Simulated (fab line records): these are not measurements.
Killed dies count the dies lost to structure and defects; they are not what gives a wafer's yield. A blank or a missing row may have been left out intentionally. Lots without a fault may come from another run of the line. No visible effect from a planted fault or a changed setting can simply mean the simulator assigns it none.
fab line records	flow sky130
record: lots: 11	wafers: 33	last_day: 50
route steps=708 shown CONTACT@422 METAL1@437 PAD_OPEN@708
lots untouched by any fault: they come from a run of this same line in which no faults occurred
start_h: hours from the record's opening day to when the first of the lot's shown wafers began	wait_h: time in hours since the lot's previous step	" the same as in the row above	L1.1+2: a row that stands for several wafers	- no value, or no start was given	* or withheld: withheld	< > ~ a bound
route shown NAME@n: names a module that has steps shown in the file, with the first one's number in the route	usual: mean/standard deviation taken from wafers without a fault	same: alike in all rows	chamber/n: place in a boat	sites: per-site readings	_std_site: standard deviation across them	_edge_site: the outer-site mean with the inner-site mean subtracted	radius_mm: for every site, how far away it sits from the centre of the wafer	mask NAME#n: copy n	behind: the tool/chamber that last shaped the wafer	hold: reason for holding the lot/hours on hold/outcome of the hold	device: the transistor (n, p or np) that didn't switch	end of line: the route-end tests of the same wafers	a step without rows: its recipe alone	killed: not the wafer's yield, but the dies lost to structure and defects at the first sort	map: the dies of a wafer, with x for killed, . for not killed, _ for no die there
set.NAME: the run value of the setting; set.NAME@STEP: its run value at that earlier step	model.NAME: the simulator's own value behind a step, which no gauge read
one table for each step of the route and one row for each wafer, over a sample of lots
services: the hour from which a tool's chamber was out of use, counted from the record's first day as start_h (under 0 if before that day), plus the number of hours and why
== steps ==
step: SKY_CONTACT_ETCH_16
recipe: chemistry: N2/H2	target: BARC	ion_energy_ev: 200	source_w: 500	bias_w: 100	pressure_mtorr: 30	n2_flow_sccm: 100	h2_flow_sccm: 200	stop_on: SiO2	time_s: 45.9	target_depth_a: 600
usual: bias_w: 100.02/0.27	chamber_pressure_mTorr: 29.999/0.026	drypump_motor_current_A: 5.8/0.46	n2_flow_sccm: 100.05/0.29	oes_product_au: 0.855/0.0046	throttle_valve_pct: 13.225/0.01
lot.wafer	tool	chamber	start_h	wait_h	bias_w	chamber_pressure_mTorr	drypump_motor_current_A	n2_flow_sccm	oes_product_au	rf_hours_counter_h	throttle_valve_pct
L579.1	rie_diel-04	1	790.25	0.0	99.91	30.006	6.1	100.25	0.858	8	13.229
L579.3	"	2	"	"	100.10	29.969	5.6	100.53	0.848	10	13.228
L579.4	"	0	"	"	99.68	29.966	5.3	99.97	0.857	8	13.223
L580.1	rie_diel-04	0	803.47	0.0	100.12	30.002	5.3	99.82	0.860	9	13.230
L580.4	"	3	"	"	100.01	30.030	5.5	100.56	0.845	4	13.238
L580.5	"	3	"	"	100.24	29.966	5.5	100.81	0.853	-	13.227
L581.1	rie_diel-03	1	808.90	0.0	100.09	29.997	6.6	99.93	0.860	17	13.211
L581.2	"	2	"	"	100.45	30.054	6.2	100.08	0.858	12	13.224
L581.3	"	3	"	"	100.28	29.979	5.2	100.27	0.851	19	13.221
L582.1	rie_diel-01	1	829.95	0.0	100.40	29.997	6.2	100.04	0.853	13	13.231
L582.2	"	3	"	"	100.18	30.040	5.1	100.09	0.858	5	13.206
L582.3	"	0	"	"	99.97	30.019	6.1	99.62	0.857	10	13.223
L583.1	rie_diel-04	0	834.46	0.0	100.26	29.991	5.3	100.02	0.854	10	13.231
L583.3	"	1	"	"	100.06	29.953	6.1	100.25	0.854	9	13.226
L583.6	"	0	"	"	100.45	30.041	5.3	100.21	0.865	-	13.205
L584.2	rie_diel-01	1	837.60	0.0	99.94	30.009	6.2	100.41	0.856	14	13.228
L584.4	"	2	"	"	100.03	29.976	5.8	100.61	0.851	13	13.231
L584.6	"	1	"	"	99.76	30.008	6.2	100.51	0.855	-	13.224
L589.1	rie_diel-01	0	868.01	0.0	100.35	29.975	6.1	100.06	0.849	11	13.222
L589.2	"	2	"	"	99.87	29.955	5.8	100.17	0.845	14	13.232
L589.3	"	1	"	"	100.00	30.006	6.2	99.80	0.853	15	13.216
L593.4	rie_diel-04	0	890.05	0.0	100.30	29.995	5.3	99.89	0.858	12	13.219
L593.5	"	3	"	"	100.19	30.003	5.5	99.87	0.849	-	13.248
L593.6	"	0	"	"	100.31	29.998	5.3	99.72	0.847	-	13.230
L595.1	rie_diel-01	2	908.95	0.0	100.73	30.043	5.8	99.70	0.856	16	13.223
L595.3	"	3	"	"	100.01	29.920	5.1	99.91	0.859	8	13.220
L595.6	"	0	"	"	100.01	29.996	6.1	100.31	0.853	-	13.222
L596.4	rie_diel-03	1	917.85	0.0	100.08	29.981	6.6	99.90	0.859	21	13.237
L596.5	"	2	"	"	99.92	30.001	6.2	99.84	0.849	-	13.226
L596.6	"	3	"	"	99.75	29.983	5.2	99.95	0.855	-	13.233
L597.1	rie_diel-04	0	918.03	0.0	100.01	29.984	5.3	99.56	0.851	13	13.218
L597.4	"	2	"	"	100.03	29.966	5.6	100.02	0.859	14	13.224
L597.5	"	3	"	"	99.78	29.997	5.6	100.46	0.855	-	13.239
step: SKY_CONTACT_ETCH_18
recipe: target: Si3N4	chemistry: CHF3/O2	stop_on: TiN	source_w: 600	bias_w: 200	pressure_mtorr: 40	chf3_flow_sccm: 50	O2_flow_sccm: 5	time_s: 39	target_depth_a: 750
usual: O2_flow_sccm: 5.001/0.014	bias_w: 199.9/0.61	drypump_motor_current_A: 5.8/0.46	oes_product_au: 0.854/0.0076	throttle_valve_pct: 8.793/0.0085
lot.wafer	tool	chamber	start_h	wait_h	O2_flow_sccm	bias_w	drypump_motor_current_A	oes_product_au	rf_hours_counter_h	throttle_valve_pct
L579.1	rie_diel-04	1	790	-	4.997	199.4	6.1	0.852	8	8.790
L579.3	"	2	"	"	4.979	199.9	5.6	0.850	10	8.783
L579.4	"	0	"	"	4.992	200.7	5.3	0.866	8	8.809
L580.1	rie_diel-04	0	803	-	5.006	200.8	5.3	0.844	9	8.799
L580.4	"	3	"	"	4.990	199.7	5.5	0.856	4	8.796
L580.5	"	3	"	"	4.985	200.3	5.6	0.856	-	8.790
L581.1	rie_diel-03	1	808	-	4.995	200.1	6.6	0.854	17	8.797
L581.2	"	2	"	"	4.986	200.6	6.2	0.853	12	8.787
L581.3	"	3	"	"	4.998	200.6	5.2	0.848	19	8.790
L582.1	rie_diel-01	1	830	-	-	-	-	-	-	-
L582.2	"	3	"	"	-	-	-	-	-	-
L582.3	"	0	"	"	-	-	-	-	-	-
L583.1	rie_diel-04	0	834	-	-	-	-	-	-	-
L583.3	"	1	"	"	-	-	-	-	-	-
L583.6	"	0	"	"	-	-	-	-	-	-
L584.2	rie_diel-01	1	837	-	-	-	-	-	-	-
L584.4	"	2	"	"	-	-	-	-	-	-
L584.6	"	1	"	"	-	-	-	-	-	-
L589.1	rie_diel-01	0	868	-	4.984	200.3	6.1	0.865	11	8.803
L589.2	"	2	"	"	5.002	200.2	5.8	0.859	14	8.804
L589.3	"	1	"	"	5.003	199.6	6.2	0.854	15	8.803
L593.4	rie_diel-04	0	890	-	4.997	199.7	5.3	0.853	12	8.782
L593.5	"	3	"	"	4.992	199.5	5.6	0.873	-	8.789
L593.6	"	0	"	"	4.973	199.1	5.3	0.857	-	8.792
L595.1	rie_diel-01	2	909	-	5.015	200.4	5.8	0.860	16	8.805
L595.3	"	3	"	"	5.001	199.5	5.0	0.861	8	8.801
L595.6	"	0	"	"	4.988	201.4	6.1	0.859	-	8.790
L596.4	rie_diel-03	1	917	-	4.996	200.3	6.6	0.863	21	8.801
L596.5	"	2	"	"	4.990	199.4	6.2	0.860	-	8.796
L596.6	"	3	"	"	5.015	200.2	5.2	0.865	-	8.794
L597.1	rie_diel-04	0	918	-	5.010	200.5	5.3	0.846	13	8.788
L597.4	"	2	"	"	4.986	199.6	5.6	0.862	14	8.799
L597.5	"	3	"	"	5.018	200.0	5.5	0.859	-	8.784
step: SKY_CONTACT_STRIP_19
recipe: chemistry: O2/N2	power_w: 1400	pressure_mtorr: 1500	platen_temp_c: withheld	o2_flow_sccm: 3000	n2_flow_sccm: 300	overash_fraction: 0.5
usual: drypump_motor_current_A: 5.6/0.52	n2_flow_sccm: 300.0/0.93	oes_product_au: 0.381/0.0052	strip_time_to_endpoint_s: 3.63/0.053
lot.wafer	tool	chamber	start_h	wait_h	drypump_motor_current_A	n2_flow_sccm	oes_product_au	rf_hours_counter_h	strip_time_to_endpoint_s
L579.1	plasma_asher-04	1	790.38	-	4.9	299.4	0.377	99	3.57
L579.3	"	0	"	"	6.1	299.1	0.382	-	3.61
L579.4	"	1	"	"	4.9	299.6	0.384	-	3.72
L580.1	plasma_asher-02	1	803.61	-	6.2	300.2	0.385	5	3.71
L580.4	"	0	"	"	5.1	300.1	0.388	-	3.64
L580.5	"	0	"	"	5.1	299.8	0.386	-	3.65
L581.1	plasma_asher-02	0	809.03	-	5.1	299.6	0.387	6	3.65
L581.2	"	1	"	"	6.2	299.2	0.381	6	3.62
L581.3	"	0	"	"	5.1	300.1	0.380	-	3.63
L582.1	plasma_asher-04	1	830.08	-	4.9	299.0	0.415	103	4.46
L582.2	"	0	"	"	6.1	301.4	0.419	103	4.54
L582.3	"	1	"	"	4.9	300.2	0.410	-	4.53
L583.1	plasma_asher-04	0	834.59	-	6.1	300.8	0.423	103	4.57
L583.3	"	1	"	"	4.9	300.1	0.422	-	4.47
L583.6	"	1	"	"	4.9	300.5	0.420	-	4.57
L584.2	plasma_asher-04	0	837.73	-	6.1	300.0	0.413	104	4.47
L584.4	"	1	"	"	4.9	300.8	0.419	-	4.52
L584.6	"	1	"	"	4.9	301.6	0.415	-	4.47
L589.1	plasma_asher-01	1	868.14	-	5.5	299.3	0.384	72	3.65
L589.2	"	0	"	"	6.0	300.7	0.373	72	3.62
L589.3	"	1	"	"	5.5	300.6	0.374	-	3.52
L593.4	plasma_asher-04	1	890.21	-	4.9	300.4	0.389	-	3.71
L593.5	"	1	"	"	4.9	298.9	0.382	-	3.65
L593.6	"	0	"	"	6.1	298.5	0.377	-	3.71
L595.1	plasma_asher-04	0	909.08	-	6.1	300.1	0.378	111	3.60
L595.3	"	1	"	"	4.9	300.1	0.386	-	3.64
L595.6	"	1	"	"	4.9	301.2	0.383	-	3.64
L596.4	plasma_asher-01	0	918.01	-	6.0	299.3	0.380	-	3.62
L596.5	"	0	"	"	6.0	299.3	0.382	-	3.58
L596.6	"	1	"	"	5.5	300.0	0.385	-	3.64
L597.1	plasma_asher-04	1	918.16	-	4.9	302.1	0.390	112	3.71
L597.4	"	0	"	"	6.1	300.6	0.387	-	3.63
L597.5	"	1	"	"	4.9	301.5	0.376	-	3.69
step: SKY_CONTACT_CMP_27
recipe: stop_on: SiO2	t_overpolish_s: 15	down_force_psi: 3.5	platen_rpm: 60	target_thk_nm: 0	pad_velocity_m_s: 0.94248
usual: motor_current_A: 11.0/1
lot.wafer	tool	chamber	start_h	wait_h	motor_current_A
L579.1	cmp-02	1	791.32	0.1	11.6
L579.3	"	2	"	"	10.7
L579.4	"	0	"	"	9.4
L580.4	cmp-01	0	804.56	0.0	12.7
L580.1	"	2	"	"	12.2
L580.5	"	1	"	"	10.0
L581.3	cmp-01	1	809.97	0.0	10.0
L581.2	"	2	"	"	12.0
L581.1	"	0	"	"	12.7
L582.3	cmp-01	1	831.06	0.0	9.9
L582.1	"	2	"	"	12.5
L582.2	"	0	"	"	12.5
L583.1	cmp-01	0	835.58	0.1	12.6
L583.3	"	1	"	"	9.8
L583.6	"	0	"	"	12.0
L584.2	cmp-02	0	838.76	0.1	9.8
L584.4	"	2	"	"	10.5
L584.6	"	3	"	"	10.7
L589.1	cmp-01	1	869.09	0.1	9.7
L589.3	"	2	"	"	12.5
L589.2	"	3	"	"	10.5
L593.4	cmp-01	2	891.13	0.0	11.8
L593.6	"	2	"	"	11.8
L593.5	"	3	"	"	10.7
L595.1	cmp-02	1	910.47	0.1	11.7
L595.3	"	2	"	"	10.2
L595.6	"	0	"	"	9.2
L596.4	cmp-01	2	919.02	0.1	11.3
L596.6	"	1	"	"	10.6
L596.5	"	2	"	"	11.7
L597.1	cmp-02	3	919.26	0.1	11.0
L597.4	"	0	"	"	9.6
L597.5	"	1	"	"	11.1
step: SKY_METAL1_SPUTTER_03
recipe: material: Ti	target_thk_nm: 5	power_w: 3000	time_s: 3.3	chamber_pressure_pa: 0.4
usual: throttle_valve_pct: 29.7/1.2
lot.wafer	tool	chamber	start_h	wait_h	throttle_valve_pct
L579.1	pvd_sputter-04	-	791.69	0.0	30.6
L579.3	"	-	"	"	29.9
L579.4	"	-	"	"	29.0
L580.1	pvd_sputter-03	-	804.93	0.0	30.5
L580.4	"	-	"	"	30.0
L580.5	"	-	"	"	30.8
L581.1	pvd_sputter-02	-	810.34	0.0	28.3
L581.2	"	-	"	"	29.7
L581.3	"	-	"	"	31.0
L589.1	pvd_sputter-04	-	869.46	0.0	30.0
L589.2	"	-	"	"	29.2
L589.3	"	-	"	"	30.5
L593.4	pvd_sputter-03	-	891.50	0.0	30.0
L593.5	"	-	"	"	29.3
L593.6	"	-	"	"	26.5
L595.1	pvd_sputter-02	-	910.79	0.0	31.3
L595.3	"	-	"	"	28.3
L595.6	"	-	"	"	29.7
L596.4	pvd_sputter-02	-	919.34	0.0	31.2
L596.5	"	-	"	"	30.6
L596.6	"	-	"	"	28.3
L597.1	pvd_sputter-04	-	919.53	0.0	29.8
L597.4	"	-	"	"	30.6
L597.5	"	-	"	"	30.2
step: SKY_PAD_OPEN_PROBE_99
usual: killed_at_M0_to_M3: 46/6.7	killed_at_M4_up: 3.3/2	killed_at_contacts: 24/5.4	killed_at_front_end: 15/4.3	killed_at_other: 0.4/0.64	killed_dies: 89/9.1	killed_on_rim: 17/3.7	killed_open: 48/7.2	killed_short: 40/6.3
same: gross_dies: 492	killed_at_back_side: 0
lot.wafer	tool	chamber	start_h	wait_h	killed_at_M0_to_M3	killed_at_M4_up	killed_at_contacts	killed_at_front_end	killed_at_other	killed_dies	killed_on_rim	killed_open	killed_short
L580.1	prober-02	-	1130.46	0.1	59	3	30	8	0	100	21	58	40
L580.4	prober-02	-	1130.61	0.2	34	1	26	15	0	76	12	45	31
L580.5	prober-02	-	1130.66	0.2	49	7	31	22	0	109	20	65	41
L581.1	prober-01	-	1136.16	0.1	32	1	30	16	0	79	19	40	39
L581.2	prober-01	-	1136.21	0.1	37	0	28	8	1	74	15	50	24
L581.3	prober-01	-	1136.26	0.2	47	2	36	14	0	99	16	60	39
L582.1	prober-02	-	1152.10	0.1	38	2	436	16	0	492	96	36	36
L582.2	prober-02	-	1152.15	0.1	58	0	417	17	0	492	96	53	41
L582.3	prober-02	-	1152.20	0.2	51	2	423	15	1	492	96	52	44
L583.1	prober-01	-	1156.68	0.1	42	4	429	17	0	492	96	61	37
L583.3	prober-01	-	1156.78	0.2	41	1	436	13	1	492	96	50	35
L583.6	prober-01	-	1156.93	0.2	47	2	426	17	0	492	96	41	49
L584.2	prober-02	-	1156.86	0.1	35	2	438	17	0	492	96	38	38
L584.4	prober-02	-	1156.96	0.2	41	3	432	16	0	492	96	55	44
L584.6	prober-02	-	1157.06	0.2	40	5	431	16	0	492	96	56	35
L589.1	prober-01	-	1179.15	0.1	44	2	20	15	1	82	12	40	42
L589.2	prober-01	-	1179.20	0.1	38	5	21	15	0	79	11	42	37
L589.3	prober-01	-	1179.25	0.2	49	5	17	8	0	79	15	43	36
L593.4	prober-02	-	1193.39	0.2	42	1	30	17	1	91	16	52	39
L593.5	prober-02	-	1193.44	0.2	42	4	21	12	1	80	18	41	39
L593.6	prober-02	-	1193.49	0.2	52	5	24	21	0	102	19	57	45
L595.1	prober-01	-	1203.70	0.1	39	4	21	15	0	79	14	42	37
L595.3	prober-01	-	1203.80	0.2	46	3	23	12	0	84	16	45	39
L595.6	prober-01	-	1203.95	0.2	49	3	27	14	3	96	22	65	31
killed by level:class
L580.1 CONTACT:geometric_particle:open=13 VIA2:geometric_particle:open=13 VIA1:geometric_particle:open=11 VIA3:geometric_particle:open=6 METAL1:geometric_particle:short=6 METAL2:geometric_particle:short=6 LI_CONTACT:geometric_particle:open=5 VIA1:geometric_particle:short=5
L580.4 CONTACT:geometric_particle:open=8 VIA3:geometric_particle:open=8 LOCAL_INTERCONNECT:geometric_particle:short=7 FIELD_ISO:geometric_particle:open=6 METAL2:geometric_particle:short=6 LI_CONTACT:geometric_particle:open=5 METAL1:geometric_particle:short=5 VIA1:geometric_particle:open=5
L580.5 CONTACT:geometric_particle:open=11 LI_CONTACT:geometric_particle:open=10 VIA3:geometric_particle:open=10 VIA1:geometric_particle:open=8 FIELD_ISO:geometric_particle:short=7 POLY_GATE:geometric_particle:open=7 VIA1:geometric_particle:short=7 METAL2:geometric_particle:short=6
L581.1 LI_CONTACT:geometric_particle:open=13 FIELD_ISO:geometric_particle:short=8 VIA2:geometric_particle:open=7 CONTACT:geometric_particle:short=6 VIA1:geometric_particle:open=5 CONTACT:geometric_particle:open=5 VIA3:geometric_particle:open=5 LOCAL_INTERCONNECT:geometric_particle:short=4
L581.2 CONTACT:geometric_particle:open=11 LI_CONTACT:geometric_particle:open=10 VIA1:geometric_particle:open=8 VIA2:geometric_particle:open=8 METAL1:geometric_particle:short=7 VIA3:geometric_particle:open=5 POLY_GATE:geometric_particle:open=4 CONTACT:geometric_particle:short=3
L581.3 CONTACT:geometric_particle:open=15 VIA3:geometric_particle:open=11 VIA2:geometric_particle:open=9 LI_CONTACT:geometric_particle:open=7 METAL2:geometric_particle:short=7 CONTACT:geometric_particle:short=6 POLY_GATE:geometric_particle:open=5 LOCAL_INTERCONNECT:geometric_particle:short=5
L582.1 CONTACT:area_etch=420 VIA3:geometric_particle:open=10 METAL1:geometric_particle:short=7 FIELD_ISO:geometric_particle:short=6 LI_CONTACT:geometric_particle:open=5 CONTACT:geometric_particle:open=5 POLY_GATE:geometric_particle:open=4 VIA1:geometric_particle:open=4
L582.2 CONTACT:area_etch=398 VIA3:geometric_particle:open=13 CONTACT:geometric_particle:open=12 VIA1:geometric_particle:open=9 METAL1:geometric_particle:short=7 VIA2:geometric_particle:open=6 FIELD_ISO:geometric_particle:open=5 METAL2:geometric_particle:short=5
L582.3 CONTACT:area_etch=396 VIA1:geometric_particle:open=10 CONTACT:geometric_particle:open=9 METAL1:geometric_particle:short=8 LI_CONTACT:geometric_particle:open=7 VIA2:geometric_particle:open=7 POLY_GATE:geometric_particle:open=6 LOCAL_INTERCONNECT:geometric_particle:short=6
L583.1 CONTACT:area_etch=394 CONTACT:geometric_particle:open=14 LI_CONTACT:geometric_particle:open=11 FIELD_ISO:geometric_particle:open=9 VIA1:geometric_particle:open=9 VIA3:geometric_particle:open=9 VIA3:geometric_particle:short=5 METAL4:geometric_particle:short=4
L583.3 CONTACT:area_etch=407 VIA1:geometric_particle:open=11 CONTACT:geometric_particle:open=10 LI_CONTACT:geometric_particle:open=7 VIA2:geometric_particle:open=6 VIA3:geometric_particle:short=6 VIA3:geometric_particle:open=5 LOCAL_INTERCONNECT:geometric_particle:short=4
L584.2 CONTACT:area_etch=416 FIELD_ISO:geometric_particle:short=8 VIA2:geometric_particle:open=7 CONTACT:geometric_particle:open=7 VIA1:geometric_particle:open=6 LI_CONTACT:geometric_particle:open=5 CONTACT:geometric_particle:short=5 METAL2:geometric_particle:short=5
L583.6 CONTACT:area_etch=402 METAL1:geometric_particle:short=9 CONTACT:geometric_particle:open=8 LI_CONTACT:geometric_particle:open=7 VIA1:geometric_particle:open=7 FIELD_ISO:geometric_particle:short=6 METAL2:geometric_particle:short=6 VIA2:geometric_particle:open=5
L584.4 CONTACT:area_etch=393 CONTACT:geometric_particle:open=16 VIA1:geometric_particle:open=11 LI_CONTACT:geometric_particle:open=8 CONTACT:geometric_particle:short=7 VIA3:geometric_particle:open=7 LI_CONTACT:geometric_particle:short=5 FIELD_ISO:geometric_particle:open=4
L584.6 CONTACT:area_etch=401 CONTACT:geometric_particle:open=16 LI_CONTACT:geometric_particle:open=8 VIA3:geometric_particle:open=7 VIA2:geometric_particle:open=7 VIA1:geometric_particle:open=6 VIA1:geometric_particle:short=6 METAL2:geometric_particle:short=6
L589.1 VIA1:geometric_particle:short=9 VIA3:geometric_particle:open=8 CONTACT:geometric_particle:open=7 VIA1:geometric_particle:open=6 VIA2:geometric_particle:open=6 POLY_GATE:geometric_particle:short=5 CONTACT:geometric_particle:short=5 LOCAL_INTERCONNECT:geometric_particle:short=4
L589.2 VIA1:geometric_particle:open=12 VIA1:geometric_particle:short=7 POLY_GATE:geometric_particle:open=6 LI_CONTACT:geometric_particle:open=6 CONTACT:geometric_particle:short=6 CONTACT:geometric_particle:open=6 VIA2:geometric_particle:open=6 FIELD_ISO:geometric_particle:short=4
L589.3 VIA1:geometric_particle:open=14 METAL2:geometric_particle:short=7 CONTACT:geometric_particle:open=6 VIA3:geometric_particle:open=6 LI_CONTACT:geometric_particle:open=5 METAL1:geometric_particle:short=5 CONTACT:geometric_particle:short=4 VIA2:geometric_particle:short=4
L593.4 CONTACT:geometric_particle:open=12 VIA1:geometric_particle:open=11 VIA3:geometric_particle:open=9 CONTACT:geometric_particle:short=6 POLY_GATE:geometric_particle:short=6 VIA1:geometric_particle:short=6 VIA2:geometric_particle:open=6 LOCAL_INTERCONNECT:geometric_particle:short=5
L593.5 CONTACT:geometric_particle:open=9 VIA1:geometric_particle:open=7 METAL1:geometric_particle:short=7 VIA2:geometric_particle:open=7 VIA1:geometric_particle:short=6 CONTACT:geometric_particle:short=6 POLY_GATE:geometric_particle:open=4 POLY_GATE:geometric_particle:short=4
L593.6 CONTACT:geometric_particle:open=11 VIA1:geometric_particle:open=11 VIA2:geometric_particle:open=8 LI_CONTACT:geometric_particle:open=7 METAL1:geometric_particle:short=7 METAL2:geometric_particle:short=6 FIELD_ISO:geometric_particle:short=5 FIELD_ISO:geometric_particle:open=5
L595.1 VIA1:geometric_particle:open=11 CONTACT:geometric_particle:open=10 FIELD_ISO:geometric_particle:short=6 LI_CONTACT:geometric_particle:open=6 VIA2:geometric_particle:open=6 POLY_GATE:geometric_particle:short=5 METAL2:geometric_particle:short=5 METAL4:geometric_particle:short=4
L595.3 VIA1:geometric_particle:open=12 CONTACT:geometric_particle:open=9 METAL1:geometric_particle:short=8 METAL2:geometric_particle:short=7 LI_CONTACT:geometric_particle:open=6 VIA3:geometric_particle:open=6 VIA1:geometric_particle:short=5 VIA2:geometric_particle:open=5
L595.6 VIA1:geometric_particle:open=15 CONTACT:geometric_particle:open=13 VIA3:geometric_particle:open=7 LI_CONTACT:geometric_particle:open=6 VIA2:geometric_particle:open=6 CONTACT:geometric_particle:short=5 VIA1:geometric_particle:short=5 METAL1:geometric_particle:open=4
== services ==
tool	chamber	start_h	hours	kind
rie_diel-03	-	770.23	0.6	repair
rie_diel-03	2	778.72	9.5	repair
plasma_asher-01	-	781.18	3.2	repair
plasma_asher-01	-	786.86	2.8	pm
rie_diel-03	0	791.14	3.5	repair
pvd_sputter-04	-	797.39	6.3	repair
rie_diel-03	0	802.29	-	clean
rie_diel-03	0	802.29	18.7	scheduled_down
rie_diel-03	0	802.29	18.7	vent_cycle
cmp-02	-	814.68	1.3	repair
rie_diel-01	2	814.95	5.2	repair
pvd_sputter-02	-	815.32	7.7	repair
rie_diel-03	2	835.33	6.9	repair
rie_diel-04	2	836.74	8.0	repair
rie_diel-03	0	851.20	11.3	repair
plasma_asher-04	-	860.16	3.2	repair
pvd_sputter-04	-	878.17	1.7	repair
cmp-01	-	881.40	0.9	repair
cmp-02	-	882.49	1.5	repair
rie_diel-03	-	884.56	0.2	repair
cmp-01	-	899.94	4.1	pm
cmp-02	-	904.19	5.7	pm
rie_diel-03	0	912.96	3.5	repair
plasma_asher-02	-	913.74	4.6	repair
== key ==
first_sign: step: SKY_CONTACT_ETCH_18	reading: tool_record	direction: missing
effect: step: SKY_CONTACT_STRIP_19	reading: strip_time_to_endpoint_s	direction: up	sigmas: 17	usual: *	struck: *
effect: step: SKY_PAD_OPEN_PROBE_99	reading: killed_at_contacts	direction: up	sigmas: 76	usual: 24	struck: 430
more_kills_born_at: SKY_CONTACT_ETCH_18@rie_diel-01: 2424	SKY_CONTACT_ETCH_18@rie_diel-04: 1203
met_at SKY_CONTACT_ETCH_18
struck_lots L582,L583,L584
later_rows_left_out L582.1,L582.2,L582.3,L583.1,L583.3,L583.6,L584.2,L584.4,L584.6
tester_left_out L582,L583,L584
not_acting_at SKY_CONTACT_ETCH_16,SKY_CONTACT_CMP_27,SKY_METAL1_SPUTTER_03
onset_between 803 830
fault: kind: skipped_step_whole	tool: rie_diel-01,rie_diel-04	chamber: -	onset_h: 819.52	steps: SKY_CONTACT_ETCH_18	scope: struck_lots_only
tester_left_out: of these lots the tester's yield and bins aren't shown, on N5 and GAA mostly nor the transistor test; their killed dies are dies lost to structure and defects alone, not to doping, threshold or leakage, so they don't give the yield
later_rows_left_out: the simulator's readings of these wafers behind a module that went badly wrong aren't trusted and aren't shown, but for the sort
